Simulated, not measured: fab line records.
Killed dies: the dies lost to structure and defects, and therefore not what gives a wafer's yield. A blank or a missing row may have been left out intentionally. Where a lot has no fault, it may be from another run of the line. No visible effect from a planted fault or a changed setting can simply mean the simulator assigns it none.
A struck lot beside a sound one || flow sky130 || 14 out of 708 route steps
Sound: these wafers, L479.1, L479.2, L479.6. The struck wafers were L467.1, L467.2, L467.5. At the end, the cause is stated.
At each step with rows: each side's tool, then ch and its chambers, then its first start. Under that, the readings that differ: sound wafers || struck wafers || difference of the means || sigmas: that difference in standard deviations of wafers without a fault.
alike: words and numbers the same on both sides, and readings whose means are apart by under 2 such deviations; not compared: readings that were withheld, readings missing a value for some wafer, numbers with overlapping values and no deviation given by the record, and bounds like >300 which may hide the same value.
The two part at a step that has a row with sigmas, a row that says differs or no value, or rows on one side only. Non-overlapping numbers with no deviation appear without sigmas and do not part them. Lack of a reading on every wafer of one side parts them only where that side has two or more wafers.

first, 2 steps without rows for these wafers: SKY_METAL2_CLEAN_23 (cleans in O3/DIW); SKY_VIA2_HDPCVD_00 (deposits SiO2, target thk 1180 nm, time 196.7 s).
SKY_VIA2_THK_MEAS_01:
  sound: film metro-01 at day 40 11:34; struck: film metro-04 at day 36 19:46
  alike: VIA2_HDPCVD_THK
SKY_VIA2_CMP_02: polishes SiO2.
  sound on cmp-01 ch 0,2, day 40 11:37; struck on cmp-02 ch 0,1,3, day 36 19:52
  alike: motor current A, slurry filter dp kPa
SKY_VIA2_BOW_MEAS_03:
  sound: film metro-03 at day 40 11:55; struck: film metro-01 at day 36 20:07
  alike: VIA2_BOW
then, 7 steps without rows for these wafers: SKY_VIA2_DEHYDRATE_04 (time 60 s); SKY_VIA2_HMDS_05 (prime time 60 s); SKY_VIA2_COAT_06 (resist thk 60 nm); SKY_VIA2_COAT_07 (resist thk 450 nm); SKY_VIA2_SOFTBAKE_08 (time 90 s); SKY_VIA2_EXPOSE_09 (exposes mask VIM2, target cd 200 nm); SKY_VIA2_PEB_10.
SKY_VIA2_DEVELOP_11: develop time 60 s.
  sound on litho track-03 ch 0, day 41 12:00; struck on litho track-03, day 37 21:00
  no value came back on the struck wafers for chill plate temp C (C), develop time s (s); on the sound wafers chill plate temp C (C) reads 23.17 23.10 23.15
{"reading": "model.KrF-thick_of_VIA2_COAT_07.thk nm (nm)", "sound": "437.7 436.2 437", "struck": "450.1 449.7 451.7", "difference": "+13.5", "sigmas": ""}
SKY_VIA2_CD_MEAS_12: the cd target is 200 nm.
  sound: cd sem-01 at day 41 12:44; struck: cd sem-01 at day 37 21:56
{"reading": "cd nm (nm)", "sound": "201.9 200.8 200.5", "struck": "- - -", "difference": "no value on the struck wafers", "sigmas": ""}

## WHERE THEY PART
Earliest at SKY_VIA2_DEVELOP_11; latest, in this record, at SKY_VIA2_CD_MEAS_12.

WHY: the cause the simulator had injected
Whole step skipped at SKY_VIA2_DEVELOP_11 on litho track-03, starting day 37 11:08. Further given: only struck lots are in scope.
